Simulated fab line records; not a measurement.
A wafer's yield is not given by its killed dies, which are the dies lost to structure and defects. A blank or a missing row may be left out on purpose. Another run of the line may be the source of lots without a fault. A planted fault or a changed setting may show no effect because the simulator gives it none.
Lot-split experiment    flow sky130    23 wafers read from 5 lots, route of 708 steps

== ABOUT THE SPLIT ==
At SKY_LI_CONTACT_SPUTTER_20 (material TiN, target thk 20 nm, time 80 s), the setting chamber_pressure_pa was moved away from the recipe's 5 Pa on 15 of the 23 wafers read, by -12.3% to +11.1%. This setting was run at the recipe's value on the other wafers.

The reading is taken at the split's own step.

== THE READING ==
TiN_of_LI_CONTACT_SPUTTER_20.thk_nm (the simulator's own value, which no gauge read), in nm, at SKY_LI_CONTACT_SPUTTER_20 (material TiN, target thk 20 nm, time 80 s). There is no usual value for it anywhere in the file. Across the 8 wafers here that went through the recipe, the average is 19.74 nm and the standard deviation 0.17 nm.

wafer   tool, chamber at the split  chamber_pressure_pa as run, Pa  against the recipe  TiN_of_LI_CONTACT_SPUTTER_20.thk_nm, nm  against lot-mates on the recipe
L076.1  pvd_sputter-01, -           5.281                           +5.6%               19.15                                    no lot-mate on the recipe
L076.2  pvd_sputter-01, -           5.281                           +5.6%               19.07                                    no lot-mate on the recipe
L076.3  pvd_sputter-01, -           5.281                           +5.6%               19.11                                    no lot-mate on the recipe
L076.5  pvd_sputter-01, -           5.281                           +5.6%               19.04                                    no lot-mate on the recipe
L076.6  pvd_sputter-01, -           5.281                           +5.6%               19.01                                    no lot-mate on the recipe
L078.1  pvd_sputter-03, -           5                               recipe              19.54                                    -
L078.3  pvd_sputter-03, -           5                               recipe              19.41                                    -
L078.4  pvd_sputter-03, -           5                               recipe              19.78                                    -
L078.5  pvd_sputter-03, -           5                               recipe              19.94                                    -
L078.6  pvd_sputter-03, -           5                               recipe              19.87                                    -
L083.1  pvd_sputter-01, -           5.557                           +11.1%              18.02                                    no lot-mate on the recipe
L083.4  pvd_sputter-01, -           5.557                           +11.1%              18.02                                    no lot-mate on the recipe
L083.2  pvd_sputter-01, -           5.557                           +11.1%              18.39                                    no lot-mate on the recipe
L083.3  pvd_sputter-01, -           5.557                           +11.1%              18                                       no lot-mate on the recipe
L083.5  pvd_sputter-01, -           5.557                           +11.1%              18.09                                    no lot-mate on the recipe
L081.4  pvd_sputter-02, -           5                               recipe              19.79                                    -
L081.5  pvd_sputter-02, -           5                               recipe              19.86                                    -
L081.6  pvd_sputter-02, -           5                               recipe              19.76                                    -
L084.1  pvd_sputter-01, -           4.386                           -12.3%              22.09                                    no lot-mate on the recipe
L084.2  pvd_sputter-01, -           4.386                           -12.3%              22.2                                     no lot-mate on the recipe
L084.3  pvd_sputter-01, -           4.386                           -12.3%              22.23                                    no lot-mate on the recipe
L084.4  pvd_sputter-01, -           4.386                           -12.3%              22.16                                    no lot-mate on the recipe
L084.5  pvd_sputter-01, -           4.386                           -12.3%              22.19                                    no lot-mate on the recipe

FIT RESULTS
A straight line over all 23 wafers: TiN_of_LI_CONTACT_SPUTTER_20.thk_nm changes by -0.172 nm for each +1% of chamber_pressure_pa; r = -0.99; the points scatter about the line by 0.2 nm.
Too few moved wafers have a lot-mate on the recipe to fit a line with each lot's own level taken away.

== THE FILE'S OWN FIT ==
TiN_of_LI_CONTACT_SPUTTER_20.thk_nm changes by -0.172 nm for each +1% of chamber_pressure_pa, r = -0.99.
